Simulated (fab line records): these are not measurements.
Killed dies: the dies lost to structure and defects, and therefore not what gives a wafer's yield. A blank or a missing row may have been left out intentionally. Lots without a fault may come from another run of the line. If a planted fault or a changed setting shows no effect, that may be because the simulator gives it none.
Which of the tools did it? / flow sky130 / 13 lots with 39 wafers sampled at 4 steps, on a route of 708 steps

== WHAT THE GAUGES READ, wafer by wafer ==
SKY_SD_N_TW_MEAS_12. Usual: SD_N_TW typically reads 3989, with standard deviation 44.
lot=L505; measured=day 27 23:36; on=film metro-03; SD_N_TW=3989 3975 4004; flag=
lot=L507; measured=day 28 21:26; on=film metro-03; SD_N_TW=3938 3922 3955; flag=
lot=L509; measured=day 29 10:07; on=film metro-01; SD_N_TW=3993 4000 3987; flag=
lot=L511; measured=day 30 00:01; on=film metro-01; SD_N_TW=3959 3949 3961; flag=
lot=L515; measured=day 31 09:41; on=film metro-03; SD_N_TW=3938 3946 3949; flag=
lot=L516; measured=day 31 18:36; on=film metro-02; SD_N_TW=4054 4057 4050; flag=
lot=L517; measured=day 31 23:37; on=film metro-02; SD_N_TW=4061 4068 4064; flag=
lot=L519; measured=day 32 19:10; on=film metro-02; SD_N_TW=3320 3299 3309; flag=OFF
lot=L521; measured=day 33 19:28; on=film metro-03; SD_N_TW=3956 3967 3931; flag=
lot=L522; measured=day 33 22:23; on=film metro-03; SD_N_TW=3244 3232 3268; flag=OFF
lot=L524; measured=day 34 05:13; on=film metro-03; SD_N_TW=3238 3246 3250; flag=OFF
lot=L527; measured=day 35 04:25; on=film metro-02; SD_N_TW=4027 4006 4027; flag=
lot=L528; measured=day 35 09:57; on=film metro-01; SD_N_TW=3969 3990 3984; flag=

SKY_SD_N_RS_MEAS_16: the measuring method here is four-point-probe. Usual: SD_N_RS typically reads 68.67 ohm/sq, with standard deviation 0.12.
lot=L505; measured=day 27 23:53; on=film metro-02; SD_N_RS (ohm/sq)=68.68 68.95 68.81; flag=
lot=L507; measured=day 28 21:44; on=film metro-02; SD_N_RS (ohm/sq)=68.74 68.98 68.68; flag=
lot=L509; measured=day 29 10:23; on=film metro-01; SD_N_RS (ohm/sq)=68.70 68.53 68.62; flag=
lot=L511; measured=day 30 00:19; on=film metro-03; SD_N_RS (ohm/sq)=68.55 68.74 68.63; flag=
lot=L515; measured=day 31 09:59; on=film metro-01; SD_N_RS (ohm/sq)=68.67 68.60 68.68; flag=
lot=L516; measured=day 31 18:54; on=film metro-01; SD_N_RS (ohm/sq)=68.53 68.63 68.80; flag=
lot=L517; measured=day 31 23:54; on=film metro-01; SD_N_RS (ohm/sq)=68.71 68.81 68.70; flag=
lot=L519; measured=day 32 19:27; on=film metro-01; SD_N_RS (ohm/sq)=187.34 186.17 184.74; flag=OFF
lot=L521; measured=day 33 19:45; on=film metro-01; SD_N_RS (ohm/sq)=68.67 68.63 68.73; flag=
lot=L522; measured=day 33 22:44; on=film metro-01; SD_N_RS (ohm/sq)=187.18 186.39 180.56; flag=OFF
lot=L524; measured=day 34 05:30; on=film metro-03; SD_N_RS (ohm/sq)=186.33 185.36 184.40; flag=OFF
lot=L527; measured=day 35 04:43; on=film metro-01; SD_N_RS (ohm/sq)=68.75 68.74 68.77; flag=
lot=L528; measured=day 35 10:15; on=film metro-02; SD_N_RS (ohm/sq)=68.91 68.73 68.66; flag=

== TOOL THAT RAN EACH LOT (tool first, then ch and the chambers of the sampled wafers, then the start) ==
lot=L505; SKY_SD_N_IMPLANT_09=implanter-03 ch 0, day 27 23:12; SKY_SD_N_STRIP_11=plasma asher-02 ch 0,1, day 27 23:30
lot=L507; SKY_SD_N_IMPLANT_09=implanter-02 ch 0, day 28 21:02; SKY_SD_N_STRIP_11=plasma asher-01 ch 1, day 28 21:20
lot=L509; SKY_SD_N_IMPLANT_09=implanter-02 ch 0, day 29 09:43; SKY_SD_N_STRIP_11=plasma asher-04 ch 0,1, day 29 10:01
lot=L511; SKY_SD_N_IMPLANT_09=implanter-02 ch 0, day 29 23:38; SKY_SD_N_STRIP_11=plasma asher-01 ch 0,1, day 29 23:55
lot=L515; SKY_SD_N_IMPLANT_09=implanter-03 ch 0, day 31 09:17; SKY_SD_N_STRIP_11=plasma asher-02 ch 0,1, day 31 09:35
lot=L516; SKY_SD_N_IMPLANT_09=implanter-03 ch 0, day 31 18:13; SKY_SD_N_STRIP_11=plasma asher-02 ch 0,1, day 31 18:29
lot=L517; SKY_SD_N_IMPLANT_09=implanter-02 ch 0, day 31 23:13; SKY_SD_N_STRIP_11=plasma asher-02 ch 0,1, day 31 23:31
lot=L519; SKY_SD_N_IMPLANT_09=implanter-02 ch 0, day 32 18:46; SKY_SD_N_STRIP_11=plasma asher-01 ch 0,1, day 32 19:04
lot=L521; SKY_SD_N_IMPLANT_09=implanter-01 ch 0, day 33 19:04; SKY_SD_N_STRIP_11=plasma asher-01 ch 0,1, day 33 19:22
lot=L522; SKY_SD_N_IMPLANT_09=implanter-02 ch 0, day 33 21:59; SKY_SD_N_STRIP_11=plasma asher-01 ch 0,1, day 33 22:17
lot=L524; SKY_SD_N_IMPLANT_09=implanter-02 ch 0, day 34 04:49; SKY_SD_N_STRIP_11=plasma asher-01 ch 0,1, day 34 05:07
lot=L527; SKY_SD_N_IMPLANT_09=implanter-03 ch 0, day 35 04:02; SKY_SD_N_STRIP_11=plasma asher-02 ch 0,1, day 35 04:19
lot=L528; SKY_SD_N_IMPLANT_09=implanter-01 ch 0, day 35 09:34; SKY_SD_N_STRIP_11=plasma asher-01 ch 0,1, day 35 09:50
- SKY_SD_N_IMPLANT_09
- SKY_SD_N_STRIP_11: strips in O2/N2.

== WHAT THE TOOLS THEMSELVES READ (means of the sampled wafers that have a number; where no wafer has one, the mark that the record gives instead) ==
SKY_SD_N_IMPLANT_09. Usual: beam on s 16.7 s, standard deviation 1.6; dose ions cm2 4e+15, standard deviation 4.3e+12; end station pressure torr 1.44e-05 Torr, standard deviation 1.4e-06; faraday current uA 13233, standard deviation 1300.
lot=L505; tool=implanter-03; beam on s (s)=14.7; dose ions cm2=4e+15; end station pressure torr (Torr)=1.58e-05; faraday current uA=14726; flag=
lot=L507; tool=implanter-02; beam on s (s)=18.2; dose ions cm2=4e+15; end station pressure torr (Torr)=1.35e-05; faraday current uA=12010; flag=
lot=L509; tool=implanter-02; beam on s (s)=18.0; dose ions cm2=4e+15; end station pressure torr (Torr)=1.36e-05; faraday current uA=12123; flag=
lot=L511; tool=implanter-02; beam on s (s)=18.0; dose ions cm2=4e+15; end station pressure torr (Torr)=1.36e-05; faraday current uA=12156; flag=
lot=L515; tool=implanter-03; beam on s (s)=14.7; dose ions cm2=4e+15; end station pressure torr (Torr)=1.59e-05; faraday current uA=14727; flag=
lot=L516; tool=implanter-03; beam on s (s)=14.8; dose ions cm2=4e+15; end station pressure torr (Torr)=1.60e-05; faraday current uA=14620; flag=
lot=L517; tool=implanter-02; beam on s (s)=18.1; dose ions cm2=4e+15; end station pressure torr (Torr)=1.29e-05; faraday current uA=12102; flag=
lot=L519; tool=implanter-02; beam on s (s)=9.9; dose ions cm2=4e+14; end station pressure torr (Torr)=6.70e-06; faraday current uA=2270; flag=OFF
lot=L521; tool=implanter-01; beam on s (s)=17.7; dose ions cm2=4e+15; end station pressure torr (Torr)=1.35e-05; faraday current uA=12345; flag=
lot=L522; tool=implanter-02; beam on s (s)=10.1; dose ions cm2=4e+14; end station pressure torr (Torr)=6.73e-06; faraday current uA=2230; flag=OFF
lot=L524; tool=implanter-02; beam on s (s)=10.1; dose ions cm2=4e+14; end station pressure torr (Torr)=6.87e-06; faraday current uA=2219; flag=OFF
lot=L527; tool=implanter-03; beam on s (s)=14.4; dose ions cm2=4e+15; end station pressure torr (Torr)=1.67e-05; faraday current uA=15072; flag=
lot=L528; tool=implanter-01; beam on s (s)=17.9; dose ions cm2=4e+15; end station pressure torr (Torr)=1.27e-05; faraday current uA=12231; flag=

SKY_SD_N_STRIP_11. Usual: drypump motor current A 5.7 A, standard deviation 0.45; oes product au 0.527 a.u., standard deviation 0.0044; strip time to endpoint s 22.57 s, standard deviation 0.04.
lot=L505; tool=plasma asher-02; drypump motor current A (A)=6.2; oes product au (a.u.)=0.529; strip time to endpoint s (s)=22.60; flag=
lot=L507; tool=plasma asher-01; drypump motor current A (A)=5.7; oes product au (a.u.)=0.527; strip time to endpoint s (s)=22.57; flag=
lot=L509; tool=plasma asher-04; drypump motor current A (A)=5.9; oes product au (a.u.)=0.528; strip time to endpoint s (s)=22.54; flag=
lot=L511; tool=plasma asher-01; drypump motor current A (A)=5.5; oes product au (a.u.)=0.525; strip time to endpoint s (s)=22.54; flag=
lot=L515; tool=plasma asher-02; drypump motor current A (A)=6.2; oes product au (a.u.)=0.527; strip time to endpoint s (s)=22.62; flag=
lot=L516; tool=plasma asher-02; drypump motor current A (A)=5.8; oes product au (a.u.)=0.529; strip time to endpoint s (s)=22.54; flag=
lot=L517; tool=plasma asher-02; drypump motor current A (A)=6.2; oes product au (a.u.)=0.531; strip time to endpoint s (s)=22.56; flag=
lot=L519; tool=plasma asher-01; drypump motor current A (A)=5.5; oes product au (a.u.)=0.659; strip time to endpoint s (s)=15.60; flag=OFF
lot=L521; tool=plasma asher-01; drypump motor current A (A)=5.4; oes product au (a.u.)=0.529; strip time to endpoint s (s)=22.56; flag=
lot=L522; tool=plasma asher-01; drypump motor current A (A)=5.4; oes product au (a.u.)=0.661; strip time to endpoint s (s)=15.58; flag=OFF
lot=L524; tool=plasma asher-01; drypump motor current A (A)=5.4; oes product au (a.u.)=0.659; strip time to endpoint s (s)=15.65; flag=OFF
lot=L527; tool=plasma asher-02; drypump motor current A (A)=5.8; oes product au (a.u.)=0.527; strip time to endpoint s (s)=22.57; flag=
lot=L528; tool=plasma asher-01; drypump motor current A (A)=5.6; oes product au (a.u.)=0.531; strip time to endpoint s (s)=22.55; flag=

== THE ANSWER, worked out from the rows above alone ==
Rule: a lot is off if the mean of its wafers that have a number lies more than 3 standard deviations from the usual mean. A lot without any number at a reading at which 4 lots or more have one is off too. All remaining lots with rows at the step are treated as sound. First the gauges in route order, then the tools' own readings, where a lot's mean is used as printed above. At the first step where some lot is off, the reading lying furthest off is the one used; lots without a number count as furthest.
Off: L519, L522, L524, at SKY_SD_N_TW_MEAS_12 (SD_N_TW).
If a tool, at a process step before that reading, ran all the lots that are off and no sound lot after the first of them, it fits. The gauges at SKY_SD_N_TW_MEAS_12 aren't tried: what is off there is off at SKY_SD_N_IMPLANT_09 too, on other tools, and a gauge's error can't cause that. One fits: SKY_SD_N_IMPLANT_09 on implanter-02. A fault onset in the window from L517 (day 31 23:13, its last sound lot) to L519 (day 32 18:46, its first lot off) fits.
The tool's own readings at SKY_SD_N_IMPLANT_09 bear it out: on the lots that are off they differ by more than 5 times the standard deviation of the sound lots' means. dose ions cm2 reads 4e+14 there against 4e+15 on the sound lots; end station pressure torr reads 6.77e-06 Torr there against 1.44e-05 Torr on the sound lots; faraday current uA reads 2240 there against 13211 on the sound lots.

== WHAT WAS PUT IN BY THE SIMULATOR ==
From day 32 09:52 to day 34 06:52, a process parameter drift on implanter-02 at SKY_SD_N_IMPLANT_09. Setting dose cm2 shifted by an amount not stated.
Struck lots among those shown: L519, L522, L524. The rule given above showed the same thing.
